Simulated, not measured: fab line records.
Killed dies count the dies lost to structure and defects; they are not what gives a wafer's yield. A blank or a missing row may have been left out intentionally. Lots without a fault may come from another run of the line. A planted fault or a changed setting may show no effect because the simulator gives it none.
Chamber matching -- flow sky130 -- 4 sister chambers for SKY_VIA2_ETCH_15 on rie-diel-01
The step etches SiO2 in C4F8/O2/Ar, stops on TiN, target depth 546 nm, time 84 s. 4 wafers are shown with their chamber, then 7 later ones without.

## EACH WAFER AND ITS CHAMBER
wafer,chamber,oes-product-au (a.u.)
L226.3,0,0.940
L225.5,3,0.942
L227.3,2,0.948
L227.4,1,0.947

## WAFERS WITH NO CHAMBER GIVEN
wafer,oes-product-au (a.u.)
L227.5,0.940
L232.1,0.936
L232.2,0.945
L232.4,0.933
L234.3,0.950
L234.4,0.939
L234.5,0.938

## WHICH CHAMBER EACH ONE RAN IN
wafer,from the rows above,in truth
L227.5,can't be placed: 0 or 3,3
L232.1,can't be placed: 0 or 3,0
L232.2,can't be placed: 1 or 2 or 3 or 0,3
L232.4,can't be placed: 0 or 3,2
L234.3,can't be placed: 2 or 1 or 3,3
L234.4,can't be placed: 0 or 3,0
L234.5,can't be placed: 0 or 3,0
Correctly placed: 0 of 7. Cannot be placed on the basis of these rows: 7; the candidates contain the true chamber in 6. Number placed wrongly: 0.
How it was worked out, from the rows above alone: a wafer's distance from a chamber is the root of the sum, over the readings, of the square of ((its reading less the chamber's mean) divided by the reading's scatter). If the next closest chamber is less than 2 further off than the closest, the wafer can't be placed; otherwise it belongs to the closest. A chamber's mean is the mean of its shown wafers. The scatter (one wafer shown for each chamber): square how far every hidden wafer sits from the nearest shown wafer, average those squares and take the square root.
